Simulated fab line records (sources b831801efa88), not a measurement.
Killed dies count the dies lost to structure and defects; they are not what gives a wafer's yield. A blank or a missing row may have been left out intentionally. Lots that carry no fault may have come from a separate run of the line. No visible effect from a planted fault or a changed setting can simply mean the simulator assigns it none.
Chamber matching -- flow sky130 -- SKY_LI_CONTACT_ETCH_15 on rieDiel-01 has 4 sister chambers
The step etches PSG in C4F8/O2/Ar, stops on Si, target depth 600 nm. 4 wafers are shown with their chamber, then 9 later ones without.

== EACH WAFER AND ITS CHAMBER ==
wafer,chamber,oesProductAu (a.u.)
L089.3,0,0.836
L089.5,3,0.835
L090.1,1,0.833
L090.6,2,0.840

== WAFERS WHOSE CHAMBER IS MISSING ==
wafer,oesProductAu (a.u.)
L092.1,0.838
L092.4,0.833
L092.5,0.837
L094.2,0.830
L094.3,0.839
L094.5,0.840
L096.1,0.831
L096.4,0.847
L096.6,0.838

== EACH ONE'S CHAMBER ==
wafer,from the rows above,in truth
L092.1,can't be placed: 0 or 2 or 3 or 1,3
L092.4,can't be placed: 1 or 3 or 0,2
L092.5,can't be placed: 0 or 3 or 2 or 1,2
L094.2,can't be placed: 1 or 3 or 0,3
L094.3,can't be placed: 2 or 0 or 3 or 1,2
L094.5,can't be placed: 2 or 0 or 3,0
L096.1,can't be placed: 1 or 3 or 0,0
L096.4,can't be placed: 2 or 0 or 3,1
L096.6,can't be placed: 0 or 2 or 3 or 1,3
Correctly placed: 0 of 9. Can't be placed from these rows: 9 (the true chamber is among the candidates in 7). Number placed wrongly: 0.
How it was worked out, from the rows above alone: a wafer's distance from a chamber is the root of the sum, over the readings, of the square of ((its reading less the chamber's mean) divided by the reading's scatter). If the next closest chamber is less than 2 further off than the closest, the wafer can't be placed; otherwise it belongs to the closest. The mean given for a chamber averages the wafers shown for that chamber. The scatter: with one shown wafer a chamber, the root of the mean of the squares of how far each hidden wafer lies from its nearest shown one.
